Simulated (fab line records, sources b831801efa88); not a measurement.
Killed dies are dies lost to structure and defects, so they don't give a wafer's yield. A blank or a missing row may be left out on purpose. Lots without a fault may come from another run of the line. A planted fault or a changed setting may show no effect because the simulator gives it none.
Which tool did it? | flow gf180mcu | 7 lots, 21 wafers sampled, at 3 steps of a route of 602

WHAT THE GAUGES READ, wafer by wafer
GF_POLY_GATE_THK_MEAS_01.
lot  | measured     | on            | POLY_GATE_CVD_00_THK (nm)
L373 | day 8 18:32  | film_metro-01 | 196.5 196.8 198.4
L377 | day 10 02:30 | film_metro-03 | 195.8 196.8 197.1
L380 | day 10 18:52 | film_metro-02 | 200.6 200.6 202.9
L383 | day 11 14:54 | film_metro-03 | 150.6 150.6 149.5
L385 | day 12 08:05 | film_metro-02 | 149.9 150.0 148.4
L392 | day 13 22:53 | film_metro-03 | 200.5 200.3 201.1
L394 | day 14 14:59 | film_metro-03 | 200.0 201.7 200.8

WHICH TOOL RAN EACH LOT (tool, then ch and the chambers of the sampled wafers, then the start)
lot  | GF_NWELL_STRIP_10                   | GF_POLY_GATE_CVD_00
L373 | plasma_asher-02 ch 0,1, day 3 16:33 | lpcvd-02 ch 0, day 8 17:13
L377 | plasma_asher-04 ch 0,1, day 4 14:56 | lpcvd-01 ch 1, day 10 01:09
L380 | plasma_asher-04 ch 0,1, day 5 03:57 | lpcvd-02 ch 1, day 10 17:32
L383 | plasma_asher-03 ch 0,1, day 5 18:12 | lpcvd-02 ch 1, day 11 13:34
L385 | plasma_asher-04 ch 0,1, day 6 08:45 | lpcvd-02 ch 0, day 12 06:05
L392 | plasma_asher-02 ch 0,1, day 7 19:56 | lpcvd-01 ch 0, day 13 21:32
L394 | plasma_asher-04 ch 0,1, day 8 06:23 | lpcvd-01 ch 0, day 14 13:40
- GF_NWELL_STRIP_10: strips in O2/N2.
- GF_POLY_GATE_CVD_00: deposits poly-Si, target thk 200 nm, time 1200 s.

THE ANSWER, worked out from the rows above alone
Rule: what is usual is taken from the lots themselves. Put in order of their means at a reading, lots are off if they are a third of the lots or fewer, leave a main group of 4 or more, and stand apart from it by a gap of 3 or more times the standard deviation of the main group's means; of several such gaps the widest counts. A main group whose means are all the same, to the digits that the tables above print for the reading, isn't used. A lot without any number at a reading at which 4 lots or more have one is off too. The other lots that the step has rows for count as sound.
Off: L383, L385, at GF_POLY_GATE_THK_MEAS_01 (POLY_GATE_CVD_00_THK). The main group: mean 199.3 nm, standard deviation 2.
A tool fits if, at a process step before that reading, it ran every lot that is off, and no sound lot after the first of them. The gauges at GF_POLY_GATE_THK_MEAS_01 are tried like those tools. One fits: lpcvd-02 at GF_POLY_GATE_CVD_00. Its last sound lot is L380 (day 10 17:32), its first lot that is off L383 (day 11 13:34): a fault that began between those two fits.

WHAT THE SIMULATOR HAD PUT IN
Process parameter drift: lpcvd-02, from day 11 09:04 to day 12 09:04, at GF_POLY_GATE_CVD_00. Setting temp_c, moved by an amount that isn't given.
Lots struck among those shown: L383, L385. The rule above found the same.
